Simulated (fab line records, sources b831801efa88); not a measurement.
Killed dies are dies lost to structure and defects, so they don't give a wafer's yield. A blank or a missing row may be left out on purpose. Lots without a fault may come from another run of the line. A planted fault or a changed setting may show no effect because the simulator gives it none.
Split-lot experiment | flow sky130 | 5 lots, 23 wafers read, on a route of 708 steps

THE SPLIT
At SKY_FIELD_ISO_COAT_07 (resist thk 60 nm), the setting resist_thk_nm was moved away from the recipe's 60 nm on 11 of the 23 wafers read, by -2.2% to +5.7%. The other wafers ran this setting at the recipe's value.

FROM THE SPLIT TO THE READING: what the file shows between them, 3 steps
- SKY_FIELD_ISO_COAT_08: resist thk 450 nm
- SKY_FIELD_ISO_SOFTBAKE_09: time 90 s
- SKY_FIELD_ISO_DEVELOP_12: develop time 60 s

THE READING
oes_product_au, in a.u., at SKY_FIELD_ISO_ETCH_14 (etches BARC in N2/H2, stops on SiO2, time 45.9 s, target depth 60 nm). Fault-free wafers of this fab line usually give 0.854 a.u., standard deviation 0.004 a.u..

wafer  | tool, chamber at the split | resist_thk_nm as run, nm | against the recipe | oes_product_au, a.u. | against lot-mates on the recipe
L074.1 | litho_track-01, 0          | 58.67                    | -2.2%              | 0.843                | -0.010
L074.2 | litho_track-01, 0          | 60                       | recipe             | 0.857                | -
L074.3 | litho_track-01, 0          | 58.67                    | -2.2%              | 0.841                | -0.012
L074.5 | litho_track-01, 0          | 58.67                    | -2.2%              | 0.843                | -0.010
L074.6 | litho_track-01, 0          | 60                       | recipe             | 0.849                | -
L079.2 | litho_track-02, 0          | 60                       | recipe             | 0.858                | -
L079.4 | litho_track-02, 0          | 60                       | recipe             | 0.858                | -
L079.5 | litho_track-02, 0          | 60                       | recipe             | 0.858                | -
L081.1 | litho_track-02, 0          | 63.41                    | +5.7%              | 0.881                | +0.029
L081.2 | litho_track-02, 0          | 63.41                    | +5.7%              | 0.885                | +0.033
L081.3 | litho_track-02, 0          | 60                       | recipe             | 0.848                | -
L081.4 | litho_track-02, 0          | 60                       | recipe             | 0.850                | -
L081.6 | litho_track-02, 0          | 60                       | recipe             | 0.857                | -
L082.1 | litho_track-03, 0          | 60                       | recipe             | 0.859                | -
L082.2 | litho_track-03, 0          | 60                       | recipe             | 0.861                | -
L082.3 | litho_track-03, 0          | 61.85                    | +3.1%              | 0.872                | +0.012
L082.4 | litho_track-03, 0          | 61.85                    | +3.1%              | 0.878                | +0.018
L082.6 | litho_track-03, 0          | 61.85                    | +3.1%              | 0.867                | +0.007
L084.1 | litho_track-03, 0          | 60                       | recipe             | 0.854                | -
L084.2 | litho_track-03, 0          | 58.94                    | -1.8%              | 0.847                | -0.004
L084.3 | litho_track-03, 0          | 60                       | recipe             | 0.847                | -
L084.4 | litho_track-03, 0          | 58.94                    | -1.8%              | 0.842                | -0.009
L084.6 | litho_track-03, 0          | 58.94                    | -1.8%              | 0.849                | -0.002

THE FIT
A straight line over all 23 wafers: oes_product_au changes by +0.00523 a.u. for each +1% of resist_thk_nm; r = +0.95; the points scatter about the line by 0.0042 a.u..
The same after taking each lot's own level away (the mean of its wafers on the recipe; 23 wafers): +0.00478 a.u. for each +1%; r = +0.95; scatter 0.0037 a.u..
On that fit, the largest move of resist_thk_nm shifts the reading by 0.027 a.u..
The lots' own levels span 0.8505 to 0.8600 a.u., that is 2.4 times the standard deviation above.
So the lot-to-lot level changes the slope little: the two slopes agree.
Check: with one of the wafers moved furthest among these (+5.7%) left out of the fit, the line predicts +0.0271 a.u. for it against its lot-mates. It came out at +0.0293 a.u. against them.

OTHER SPLITS ON THESE WAFERS
These wafers also went through other splits before the reading. Each is held against what the fit with the lots' levels taken away leaves over:
other split on the same wafers    | wafers away from the commonest value | r with oes_product_au (lot level and that fit taken away)
SKY_FIELD_ISO_OXIDATION_01 temp_c | 15                                   | +0.11

THE FILE'S OWN FIT
oes_product_au changes by +0.00495 a.u. for each +1% of resist_thk_nm, r = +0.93.
